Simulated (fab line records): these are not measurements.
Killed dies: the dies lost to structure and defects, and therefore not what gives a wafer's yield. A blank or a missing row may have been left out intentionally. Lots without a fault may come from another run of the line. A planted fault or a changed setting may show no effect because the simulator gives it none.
Which of the tools did it? / flow sky130 / 11 lots, 32 wafers sampled, at 2 steps of a route of 708

WHAT THE GAUGES SHOWED, per wafer
SKY_CONTACT_RS_MEAS_25: uses a four-point probe to measure.
lot=L401; measured=day 31 14:06; on=film-metro-02; CONTACT_W_RS (ohm/sq)=0.334 0.337 0.336
lot=L402; measured=day 32 01:40; on=film-metro-02; CONTACT_W_RS (ohm/sq)=0.340 0.340 0.336
lot=L403; measured=day 32 07:24; on=film-metro-01; CONTACT_W_RS (ohm/sq)=0.340 0.340 0.337
lot=L404; measured=day 32 10:25; on=film-metro-01; CONTACT_W_RS (ohm/sq)=0.338 0.341 0.338
lot=L409; measured=day 34 14:10; on=film-metro-04; CONTACT_W_RS (ohm/sq)=0.339 0.230 0.337
lot=L411; measured=day 35 03:43; on=film-metro-04; CONTACT_W_RS (ohm/sq)=0.337 0.231
lot=L412; measured=day 35 14:38; on=film-metro-04; CONTACT_W_RS (ohm/sq)=0.232 0.339 0.233
lot=L413; measured=day 35 18:36; on=film-metro-04; CONTACT_W_RS (ohm/sq)=0.339 0.337 0.339
lot=L416; measured=day 37 05:04; on=film-metro-04; CONTACT_W_RS (ohm/sq)=0.335 0.339 0.335
lot=L423; measured=day 38 19:12; on=film-metro-04; CONTACT_W_RS (ohm/sq)=0.332 0.331 0.334
lot=L424; measured=day 38 21:18; on=film-metro-02; CONTACT_W_RS (ohm/sq)=0.333 0.335 0.338

WHICH TOOL RAN EACH LOT (tool, then ch and the chambers of the sampled wafers, then the start)
lot=L401; SKY_CONTACT_CVD_24=cvd-w-01 ch 0,1, day 31 13:58
lot=L402; SKY_CONTACT_CVD_24=cvd-w-02 ch 0,1, day 32 01:33
lot=L403; SKY_CONTACT_CVD_24=cvd-w-02 ch 0,1, day 32 07:17
lot=L404; SKY_CONTACT_CVD_24=cvd-w-02 ch 0,1, day 32 10:17
lot=L409; SKY_CONTACT_CVD_24=cvd-w-01 ch 0,1, day 34 14:03
lot=L411; SKY_CONTACT_CVD_24=cvd-w-01 ch 0, day 35 03:36
lot=L412; SKY_CONTACT_CVD_24=cvd-w-01 ch 0,1, day 35 14:31
lot=L413; SKY_CONTACT_CVD_24=cvd-w-02 ch 0, day 35 18:29
lot=L416; SKY_CONTACT_CVD_24=cvd-w-02 ch 0,1, day 37 04:56
lot=L423; SKY_CONTACT_CVD_24=cvd-w-02 ch 0,1, day 38 19:05
lot=L424; SKY_CONTACT_CVD_24=cvd-w-02 ch 0,1, day 38 21:11
- SKY_CONTACT_CVD_24: deposits W, target thk 340 nm, time 102.12 s.

THE ANSWER, worked out from the rows above alone
Rule: the usual values come from the lots themselves. Put in order of their means at a reading, lots are off if they are a third of the lots or fewer, leave a main group of 4 or more, and stand apart from it by a gap of 3 or more times the standard deviation of the main group's means; of several such gaps the widest counts. If all means in a main group match to the digits the tables above print for the reading, that group is not used. Also off: a lot with no number at a reading for which 4 or more lots have one. Where the step has rows for the other lots, those lots are counted as sound.
Off: L409, L411, L412, seen at SKY_CONTACT_RS_MEAS_25 (CONTACT_W_RS). The main group has a mean of 0.337 ohm/sq with a standard deviation of 0.0022.
If a tool, at a process step before that reading, ran all the lots that are off and no sound lot after the first of them, it fits. Those tools and the gauges at SKY_CONTACT_RS_MEAS_25 are tried in the same way. One fits: cvd-w-01 at SKY_CONTACT_CVD_24. A fault onset in the window from L401 (day 31 13:58, its last sound lot) to L409 (day 34 14:03, its first lot off) fits.

WHAT THE SIMULATOR HAD INSERTED
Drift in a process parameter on cvd-w-01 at SKY_CONTACT_CVD_24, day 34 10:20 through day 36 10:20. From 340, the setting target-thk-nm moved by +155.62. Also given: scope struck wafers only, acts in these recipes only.
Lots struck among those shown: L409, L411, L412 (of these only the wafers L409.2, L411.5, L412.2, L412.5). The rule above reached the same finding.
